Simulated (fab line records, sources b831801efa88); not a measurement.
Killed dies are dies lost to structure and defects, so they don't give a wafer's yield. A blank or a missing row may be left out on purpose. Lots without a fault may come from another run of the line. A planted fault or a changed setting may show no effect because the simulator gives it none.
One fault seen from 2 desks | flow gf180mcu | each desk has only its own numbers; what lay behind them comes last

THE METROLOGY DESK
What the gauges read, lot by lot, whatever tool the lot ran on: means of the sampled wafers that have a number. A lot is out of limits, marked OUT, if its mean lies more than 4 standard deviations from the usual mean; the brackets give that distance.
Columns: A = STI_CVD_03_THK at GF_STI_THK_MEAS_04, usual 207.1 nm; B = MVSD_RS at GF_VT_IMPLANT_RS_MEAS_46, usual 456.5 ohm/sq
lot  | first seen here | A     | B
L921 | day 1 14:52     | 205.3 | 457.2
L923 | day 2 01:49     | 205.6 | 455.9
L924 | day 2 05:33     | 206.7 | 456.5
L925 | day 2 11:13     | 207.8 | 456.9
L926 | day 2 14:35     | 207.1 | 455.6
L927 | day 2 22:14     | 207.3 | 456.5
L928 | day 3 02:34     | 208.4 | 458.1
L929 | day 3 07:32     | 206.8 | 456.6
L930 | day 3 11:23     | 207.5 | 456.2
L932 | day 3 21:08     | 206.6 | 455.1
L937 | day 4 21:34     | 207.5 | 456.1
L940 | day 5 12:34     | 204.2 | 457.0
L943 | day 6 04:33     | 207.1 | 457.7
L944 | day 6 08:35     | 206.9 | 455.4
This desk's finding: nothing out of limits on any of the 14 lots.

THE TOOL OWNER'S DESK: rie_si-01
The tool's own readings at GF_STI_ETCH_14 (etches Si in HBr/Cl2/O2, target depth 360 nm, time 102.9 s): means of the sampled wafers that have a number, for each lot that ran on this tool. A lot is out of limits, marked OUT, if its mean lies more than 4 standard deviations from the usual mean; the brackets give that distance.
Columns: A = drypump_motor_current_A at GF_STI_ETCH_14, usual 5.6 A; B = oes_product_au at GF_STI_ETCH_14, usual 1.000 a.u.; C = rf_fwd_power_W at GF_STI_ETCH_14, usual 596.5 W; D = throttle_valve_pct at GF_STI_ETCH_14, usual 25.658 %
lot  | first seen here | A   | B     | C               | D
L923 | day 2 14:49     | 5.5 | 1.006 | 597.0           | 25.655
L925 | day 2 23:19     | 5.3 | 1.015 | 596.1           | 25.650
L926 | day 3 02:38     | 5.5 | 1.011 | 596.7           | 25.653
L927 | day 3 10:42     | 5.5 | 1.044 | 692.4 (+50) OUT | 25.633
L928 | day 3 14:45     | 5.5 | 1.063 | 692.9 (+51) OUT | 25.612
L929 | day 3 20:48     | 6.0 | 1.059 | 690.4 (+49) OUT | 25.626
L944 | day 7 01:00     | 5.8 | 1.005 | 594.0           | 25.662
This desk's finding: out of limits on L927, L928, L929; first on L927, day 3 10:42 (rf_fwd_power_W at GF_STI_ETCH_14). In limits: L923, L925, L926, L944.

PUT TOGETHER
The tool owner's desk could have raised an alarm at day 3 10:42, on L927, L928, L929.
The metrology desk saw nothing out of limits.
The metrology desk has L927, L928, L929 on record, within its limits.
Of the lots named, all ran GF_STI_ETCH_14 on rie_si-01.

WHAT THE SIMULATOR HAD PUT IN
Process parameter drift: rie_si-01, from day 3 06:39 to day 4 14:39, at GF_STI_ETCH_14. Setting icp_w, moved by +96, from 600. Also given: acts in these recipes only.
Lots struck among those shown: L927, L928, L929.
Hours from the fault's start to each desk's first reading out of limits: the tool owner's desk, 4.
